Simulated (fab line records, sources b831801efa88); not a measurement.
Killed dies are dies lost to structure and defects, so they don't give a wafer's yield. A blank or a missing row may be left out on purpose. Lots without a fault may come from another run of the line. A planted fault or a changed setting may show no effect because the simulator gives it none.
Which tool did it? | flow sky130 | 14 lots, 42 wafers sampled, at 4 steps of a route of 708

WHAT THE GAUGES READ, wafer by wafer
SKY_VIA4_THK_MEAS_01.
lot  | measured     | on            | VIA4_HDPCVD_THK (nm)
L438 | day 42 02:41 | film_metro-01 | 1721 1732 1714
L439 | day 42 10:22 | film_metro-01 | 1772 1756 1763
L440 | day 43 01:24 | film_metro-01 | 1763 1770 1745
L441 | day 43 07:08 | film_metro-04 | 1750 1766 1782
L442 | day 43 08:05 | film_metro-02 | 1746 1734 1735
L443 | day 43 14:02 | film_metro-02 | 1747 1763 1727
L444 | day 43 23:11 | film_metro-01 | 1726 1752 1724
L445 | day 44 01:47 | film_metro-01 | 1747 1749 1748
L447 | day 44 17:40 | film_metro-04 | 1740 1761 1743
L448 | day 45 04:57 | film_metro-04 | 1743 1742 1730
L455 | day 46 18:23 | film_metro-02 | 1766 1746 1743
L456 | day 46 21:15 | film_metro-01 | 1756 1742 1753
L457 | day 47 07:10 | film_metro-02 | 1745 1741 1735
L460 | day 48 03:12 | film_metro-02 | 1739 1727 1744

WHICH TOOL RAN EACH LOT (tool, then ch and the chambers of the sampled wafers, then the start)
lot  | SKY_FIELD_ISO_OXIDATION_01   | SKY_METAL4_SPUTTER_00        | SKY_METAL4_SPUTTER_04
L438 | furnace-02 ch 0, day 1 11:47 | pvd_sputter-03, day 40 00:29 | pvd_sputter-03, day 40 00:35
L439 | furnace-01 ch 0, day 1 16:05 | pvd_sputter-04, day 40 08:17 | pvd_sputter-04, day 40 08:23
L440 | furnace-02 ch 0, day 1 20:17 | pvd_sputter-03, day 41 00:08 | pvd_sputter-03, day 41 00:15
L441 | furnace-02 ch 0, day 2 01:07 | pvd_sputter-03, day 41 06:19 | pvd_sputter-03, day 41 06:26
L442 | furnace-02 ch 0, day 2 06:50 | pvd_sputter-04, day 41 06:38 | pvd_sputter-04, day 41 06:45
L443 | furnace-02 ch 0, day 2 11:07 | pvd_sputter-04, day 41 12:47 | pvd_sputter-04, day 41 12:53
L444 | furnace-01 ch 0, day 2 17:10 | pvd_sputter-03, day 41 23:13 | pvd_sputter-03, day 41 23:19
L445 | furnace-01 ch 0, day 2 21:32 | pvd_sputter-04, day 42 01:02 | pvd_sputter-04, day 42 01:08
L447 | furnace-01 ch 0, day 3 07:07 | pvd_sputter-04, day 42 19:36 | pvd_sputter-04, day 42 19:42
L448 | furnace-01 ch 0, day 3 12:07 | pvd_sputter-04, day 43 06:22 | pvd_sputter-04, day 43 06:28
L455 | furnace-02 ch 0, day 4 23:07 | pvd_sputter-04, day 44 20:58 | pvd_sputter-04, day 44 21:04
L456 | furnace-02 ch 0, day 5 05:14 | pvd_sputter-04, day 44 23:36 | pvd_sputter-04, day 44 23:42
L457 | furnace-01 ch 0, day 5 09:07 | pvd_sputter-03, day 45 10:08 | pvd_sputter-03, day 45 10:14
L460 | furnace-01 ch 0, day 6 00:41 | pvd_sputter-03, day 46 09:05 | pvd_sputter-03, day 46 09:12
- SKY_FIELD_ISO_OXIDATION_01: stabilise 600 s, purge 300 s, target thk 12 nm.
- SKY_METAL4_SPUTTER_00: material Ti, target thk 15 nm, time 10 s.
- SKY_METAL4_SPUTTER_04: material TiN, target thk 70 nm, time 58.3 s.

WHAT THE TOOLS THEMSELVES READ (means of the sampled wafers that have a number; where no wafer has one, the mark that the record gives instead)
SKY_METAL4_SPUTTER_00.
lot  | tool           | throttle_valve_pct (%)
L438 | pvd_sputter-03 | 28.9
L439 | pvd_sputter-04 | 30.1
L440 | pvd_sputter-03 | 30.6
L441 | pvd_sputter-03 | 29.0
L442 | pvd_sputter-04 | 30.0
L443 | pvd_sputter-04 | 31.2
L444 | pvd_sputter-03 | 29.6
L445 | pvd_sputter-04 | 30.2
L447 | pvd_sputter-04 | 30.1
L448 | pvd_sputter-04 | 30.4
L455 | pvd_sputter-04 | 29.9
L456 | pvd_sputter-04 | 30.4
L457 | pvd_sputter-03 | 27.8
L460 | pvd_sputter-03 | 28.8

SKY_METAL4_SPUTTER_04.
lot  | tool           | throttle_valve_pct (%)
L438 | pvd_sputter-03 | 28.9
L439 | pvd_sputter-04 | 30.1
L440 | pvd_sputter-03 | 30.4
L441 | pvd_sputter-03 | 29.1
L442 | pvd_sputter-04 | 30.0
L443 | pvd_sputter-04 | 31.1
L444 | pvd_sputter-03 | 29.5
L445 | pvd_sputter-04 | 30.2
L447 | pvd_sputter-04 | 30.1
L448 | pvd_sputter-04 | 30.3
L455 | pvd_sputter-04 | 30.1
L456 | pvd_sputter-04 | 30.4
L457 | pvd_sputter-03 | 28.0
L460 | pvd_sputter-03 | 29.0

THE ANSWER, worked out from the rows above alone
Rule: what is usual is taken from the lots themselves. Put in order of their means at a reading, lots are off if they are a third of the lots or fewer, leave a main group of 4 or more, and stand apart from it by a gap of 3 or more times the standard deviation of the main group's means; of several such gaps the widest counts. A main group whose means are all the same, to the digits that the tables above print for the reading, isn't used. A lot without any number at a reading at which 4 lots or more have one is off too. The other lots that the step has rows for count as sound. The gauges are gone through in route order, then the tools' own readings, and for those a lot's mean is taken as printed above. The first step at which some lot is off is used, and at that step the reading that is off furthest; a lot without a number counts as furthest.
No lot is off at any reading shown: from this, nothing can be told.

WHAT THE SIMULATOR HAD PUT IN
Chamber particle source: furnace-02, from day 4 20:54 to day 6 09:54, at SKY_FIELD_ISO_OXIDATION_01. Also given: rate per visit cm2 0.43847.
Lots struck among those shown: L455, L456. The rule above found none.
